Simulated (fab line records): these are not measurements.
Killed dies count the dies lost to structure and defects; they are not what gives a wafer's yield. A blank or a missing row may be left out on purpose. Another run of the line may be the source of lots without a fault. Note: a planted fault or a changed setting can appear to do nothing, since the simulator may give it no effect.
Chamber matching + flow sfq line + SFQ_TRILAYER_A5B_DEP_PECVD_129 on pecvd-01 has 3 sister chambers
The step deposits SiO2 from SiH4/N2O, time 133.33 s, target thk 600 nm. 3 wafers are shown with their chamber, then 7 later ones without.

EACH WAFER AND ITS CHAMBER
| wafer  | chamber | heater power w (W) |
|--------|---------|--------------------|
| L958.5 | 1       | 109                |
| L959.3 | 2       | 66                 |
| L959.4 | 0       | 71                 |

WAFERS WHOSE CHAMBER IS MISSING
| wafer  | heater power w (W) |
|--------|--------------------|
| L959.5 | 71                 |
| L960.2 | 69                 |
| L960.4 | 109                |
| L960.6 | 68                 |
| L961.1 | 71                 |
| L961.3 | 110                |
| L961.5 | 119                |

WHICH CHAMBER EACH WENT THROUGH
| wafer  | from the rows above     | in truth |
|--------|-------------------------|----------|
| L959.5 | can't be placed: 0 or 2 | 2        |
| L960.2 | can't be placed: 0 or 2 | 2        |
| L960.4 | 1                       | 1        |
| L960.6 | can't be placed: 2 or 0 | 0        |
| L961.1 | can't be placed: 0 or 2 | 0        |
| L961.3 | 1                       | 1        |
| L961.5 | 1                       | 1        |
Correct placement for 3 of the 7. Unplaceable from these rows: 4, with the true chamber sitting among the candidates in 4. Wrongly placed: 0.
How it was worked out, from the rows above alone: a wafer's distance from a chamber is the root of the sum, over the readings, of the square of ((its reading less the chamber's mean) divided by the reading's scatter). If the next closest chamber is less than 2 further off than the closest, the wafer can't be placed; otherwise it belongs to the closest. A chamber's mean is the mean of its shown wafers. The scatter (one wafer shown for each chamber): square how far every hidden wafer sits from the nearest shown wafer, average those squares and take the square root.
